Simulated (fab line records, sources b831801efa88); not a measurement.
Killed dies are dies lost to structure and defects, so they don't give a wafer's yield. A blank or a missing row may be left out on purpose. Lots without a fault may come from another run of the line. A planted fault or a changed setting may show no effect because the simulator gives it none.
Problem report in the 8D (eight disciplines) form, filled by code | flow gf180mcu | the parts of the form that need people (team, actions taken, sign-off) are left out

1. THE PROBLEM
V3_CVD_02_THK at GF_V3_THK_MEAS_03 reads a mean of 1179 nm on 1 wafer of 1 lot; wafers without a fault read 849 nm with a standard deviation of 11. That is +30 standard deviations from the usual mean.
First seen on wafer L385.4, day 26 22:53, on film_metro-01. The record holds 33 wafers of 11 lots with a number at this step. Rule for "out", or "out of limits": more than 4 standard deviations from the usual mean. The other wafers with a number count as sound.

2. WHAT IT IS AND WHAT IT IS NOT
question                    | is                | is not
which readings at this step | V3_CVD_02_THK     | -
which lots                  | L385              | L371, L372, L373, L374, L375, L377, L378, L381, L382, L384
which wafers of those lots  | L385.4            | L385.1, L385.6
read on which gauges        | film_metro-01     | film_metro-02, film_metro-03
when                        | from day 26 22:53 | up to then (32 sound wafers)

3. SUSPECTS, AND WHAT RULES EACH OUT
Counting: a tool at a process step up to the reading stays a suspect if it ran every lot that is out. Sound lots after the first of them don't rule it out here, since some wafers of a struck lot are sound.
- the gauge at GF_V3_THK_MEAS_03: ruled out. All the wafers that are out were read on film_metro-01, but those of them that GF_V3_CMP_04 has rows for are out there too, on other tools.
- rtp_anneal-02 at GF_SALICIDE_RTA_08 (time 30 s): kept. It ran the lot that is out, L385 (day 20 21:20); its last sound lot up to then is L384 (day 20 06:52).
- rie_diel-03 at GF_CONTACT_ETCH_16 (etches BARC in N2/H2): kept. It ran the lot that is out, L385 (day 21 22:07); its last sound lot up to then is L382 (day 21 00:07).
- pecvd-01 at GF_V3_CVD_02 (deposits SiO2 from TEOS, target thk 850 nm, time 94.851 s): kept. It ran the lot that is out, L385 (day 26 22:49); its last sound lot up to then is L384 (day 26 07:29).
- Within rie_diel-03 at GF_CONTACT_ETCH_16: the wafers that are out ran in chamber 3; their sound lot-mates ran in chambers 0, 2.
Left after counting: rtp_anneal-02 at GF_SALICIDE_RTA_08, rie_diel-03 at GF_CONTACT_ETCH_16, pecvd-01 at GF_V3_CVD_02.

4. THE CAUSE (what the simulator had put in)
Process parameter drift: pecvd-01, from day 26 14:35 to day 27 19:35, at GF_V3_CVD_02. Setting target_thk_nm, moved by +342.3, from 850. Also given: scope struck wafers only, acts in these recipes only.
Counting left 3 suspects, and this tool is among them.

5. THE CHAIN OF EFFECTS, in route order
Each row: a reading whose mean over the struck wafers that have a number lies more than 3 standard deviations from the usual. Only readings for which the record gives a usual standard deviation are gone through. hours: the time from each lot's start at the first step in this table that gives one to its start at this step, as a median over the lots. sigmas: the change in usual standard deviations.
hours | step              | reading            | usual  | on struck wafers | change | sigmas
0     | GF_V3_THK_MEAS_03 | V3_CVD_02_THK      | 849 nm | 1179             | +330   | +30
0     | GF_V3_CMP_04      | time_to_endpoint_s | 80 s   | 204              | +124   | +24
The process steps in it:
- GF_V3_CMP_04: polishes SiO2.

6. WHAT WOULD HAVE CAUGHT IT SOONER
In this record the first reading out of limits at a measuring or inspecting step was taken at day 26 22:53, 8 hours after the fault began at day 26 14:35.
Of the tool readings at GF_V3_CVD_02 for which the record gives a usual standard deviation, none was out on any struck wafer, so an alarm limit of 4 standard deviations on them would not have fired.
All the lots that are out (1) had begun GF_V3_CVD_02 on pecvd-01 by day 26 22:53. A hold on the tool at that time would have spared none of them.
